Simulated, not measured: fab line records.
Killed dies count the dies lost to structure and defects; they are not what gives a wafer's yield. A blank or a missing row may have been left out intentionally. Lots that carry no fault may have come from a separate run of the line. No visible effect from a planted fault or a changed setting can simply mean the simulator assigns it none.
Which tool did it?    flow gf180mcu    12 lots, 36 wafers sampled, at 4 steps of a route of 602

== WHAT EACH GAUGE READ, for each wafer ==
GF_V5_THK_MEAS_03.
lot   measured      on             V5_CVD_02_THK (nm)
L689  day 26 08:01  film-metro-04  1426 1432 1441
L690  day 26 16:20  film-metro-01  1424 1451 1474
L691  day 27 00:35  film-metro-01  1439 1482 1459
L692  day 27 14:45  film-metro-01  1469 1463 1470
L700  day 30 01:40  film-metro-04  1240 1240 1257
L702  day 30 06:25  film-metro-02  1429 1418 1443
L701  day 30 14:28  film-metro-01  1259 1263 1260
L704  day 30 22:45  film-metro-04  1412 1443 1449
L705  day 31 03:52  film-metro-02  1438 1425 1444
L706  day 31 08:35  film-metro-01  1449 1442 1478
L708  day 31 22:17  film-metro-01  1422 1452 1476
L711  day 32 11:24  film-metro-01  1404 1424 1452

== TOOL THAT RAN EACH LOT (tool first, then ch and the chambers of the sampled wafers, then the start) ==
lot   GF_MIM_SPUTTER_01             GF_M5_STRIP_11                        GF_V5_CVD_02
L689  pvd-sputter-03, day 24 12:34  plasma-asher-04 ch 0,1, day 26 07:17  pecvd-04 ch 1,2, day 26 07:53
L690  pvd-sputter-03, day 24 20:41  plasma-asher-03 ch 0,1, day 26 15:37  pecvd-03 ch 1,2, day 26 16:13
L691  pvd-sputter-03, day 25 05:23  plasma-asher-03 ch 0,1, day 26 23:50  pecvd-03 ch 0,1,2, day 27 00:28
L692  pvd-sputter-03, day 25 19:08  plasma-asher-02 ch 0,1, day 27 13:56  pecvd-01 ch 0,1, day 27 14:37
L700  pvd-sputter-02, day 28 10:07  plasma-asher-03 ch 0,1, day 30 00:50  pecvd-03 ch 0,1,2, day 30 01:34
L702  pvd-sputter-01, day 28 14:37  plasma-asher-04 ch 0,1, day 30 05:38  pecvd-04 ch 0,1, day 30 06:18
L701  pvd-sputter-02, day 29 00:05  plasma-asher-02 ch 0,1, day 30 13:40  pecvd-03 ch 0,2, day 30 14:19
L704  pvd-sputter-01, day 29 07:30  plasma-asher-02 ch 0,1, day 30 21:58  pecvd-01 ch 1,2, day 30 22:38
L705  pvd-sputter-03, day 29 14:26  plasma-asher-02 ch 0,1, day 31 03:04  pecvd-01 ch 0,2, day 31 03:45
L706  pvd-sputter-03, day 29 19:14  plasma-asher-04 ch 0,1, day 31 07:52  pecvd-01 ch 0,1, day 31 08:28
L708  pvd-sputter-01, day 30 08:36  plasma-asher-04 ch 0,1, day 31 21:28  pecvd-01 ch 0,1, day 31 22:11
L711  pvd-sputter-03, day 31 00:15  plasma-asher-02 ch 1, day 32 10:38    pecvd-01 ch 0,2, day 32 11:17
- GF_MIM_SPUTTER_01: material TiN, target thk 30 nm, time 25 s.
- GF_M5_STRIP_11: strips in O2/N2.
- GF_V5_CVD_02: deposits SiO2 from TEOS, target thk 1450 nm, time 163.28 s.

== AS READ BY THE TOOLS THEMSELVES (means over the sampled wafers that have a number; for cases with no such wafer, the mark the record gives instead) ==
GF_MIM_SPUTTER_01.
lot   tool            throttle-valve-pct (%)
L689  pvd-sputter-03  29.3
L690  pvd-sputter-03  29.6
L691  pvd-sputter-03  30.1
L692  pvd-sputter-03  30.1
L700  pvd-sputter-02  29.1
L702  pvd-sputter-01  29.0
L701  pvd-sputter-02  28.7
L704  pvd-sputter-01  27.8
L705  pvd-sputter-03  30.0
L706  pvd-sputter-03  29.5
L708  pvd-sputter-01  27.8
L711  pvd-sputter-03  30.2

GF_M5_STRIP_11.
lot   tool             drypump-motor-current-A (A)  heater-power-w (W)  oes-product-au (a.u.)  strip-time-to-endpoint-s (s)
L689  plasma-asher-04  5.5                          363                 0.539                  7.52
L690  plasma-asher-03  6.1                          360                 0.543                  7.46
L691  plasma-asher-03  6.0                          389                 0.546                  7.50
L692  plasma-asher-02  5.8                          355                 0.541                  7.50
L700  plasma-asher-03  6.0                          387                 0.545                  7.55
L702  plasma-asher-04  5.2                          351                 0.543                  7.54
L701  plasma-asher-02  5.8                          357                 0.542                  7.55
L704  plasma-asher-02  5.9                          352                 0.544                  7.54
L705  plasma-asher-02  5.9                          348                 0.546                  7.58
L706  plasma-asher-04  5.5                          365                 0.537                  7.51
L708  plasma-asher-04  5.5                          371                 0.538                  7.46
L711  plasma-asher-02  5.6                          332                 0.547                  7.55

GF_V5_CVD_02.
lot   tool      heater-power-outer-w (W)  heater-power-w (W)  rf-fwd-power-W (W)
L689  pecvd-04  426                       769                 598.4
L690  pecvd-03  326                       575                 596.7
L691  pecvd-03  353                       612                 598.8
L692  pecvd-01  278                       472                 598.5
L700  pecvd-03  418                       704                 357.1
L702  pecvd-04  450                       799                 596.4
L701  pecvd-03  424                       700                 356.6
L704  pecvd-01  289                       481                 597.2
L705  pecvd-01  340                       547                 595.3
L706  pecvd-01  302                       511                 598.7
L708  pecvd-01  298                       496                 597.3
L711  pecvd-01  352                       563                 596.3

== THE ANSWER, worked out from the rows above alone ==
Rule: usual is defined by the lots themselves. The widest of any qualifying gaps counts: lots, ordered by their means at a reading, are off when they make up no more than a third of the lots, leave a main group of 4 or more, and stand apart from it by 3 or more times the standard deviation of that group's means. A main group whose means are all the same, to the digits that the tables above print for the reading, isn't used. A lot without any number at a reading at which 4 lots or more have one is off too. All remaining lots with rows at the step are treated as sound. The gauges are gone through in route order, then the tools' own readings, and for those a lot's mean is taken as printed above. The first step at which some lot is off is used, and at that step the reading that is off furthest; a lot without a number counts as furthest.
Off: at GF_V5_THK_MEAS_03 (V5_CVD_02_THK), L700, L701. The main group has a mean of 1444 nm with a standard deviation of 13.
A tool fits if, at a process step before that reading, it ran every lot that is off, and no sound lot after the first of them. The gauges at GF_V5_THK_MEAS_03 aren't tried: what is off there is off at GF_V5_CVD_02 too, on other tools, and a gauge's error can't cause that. This does not decide it: 2 tools fit, namely pvd-sputter-02 at GF_MIM_SPUTTER_01 and pecvd-03 at GF_V5_CVD_02.

== WHAT THE SIMULATOR PUT IN ==
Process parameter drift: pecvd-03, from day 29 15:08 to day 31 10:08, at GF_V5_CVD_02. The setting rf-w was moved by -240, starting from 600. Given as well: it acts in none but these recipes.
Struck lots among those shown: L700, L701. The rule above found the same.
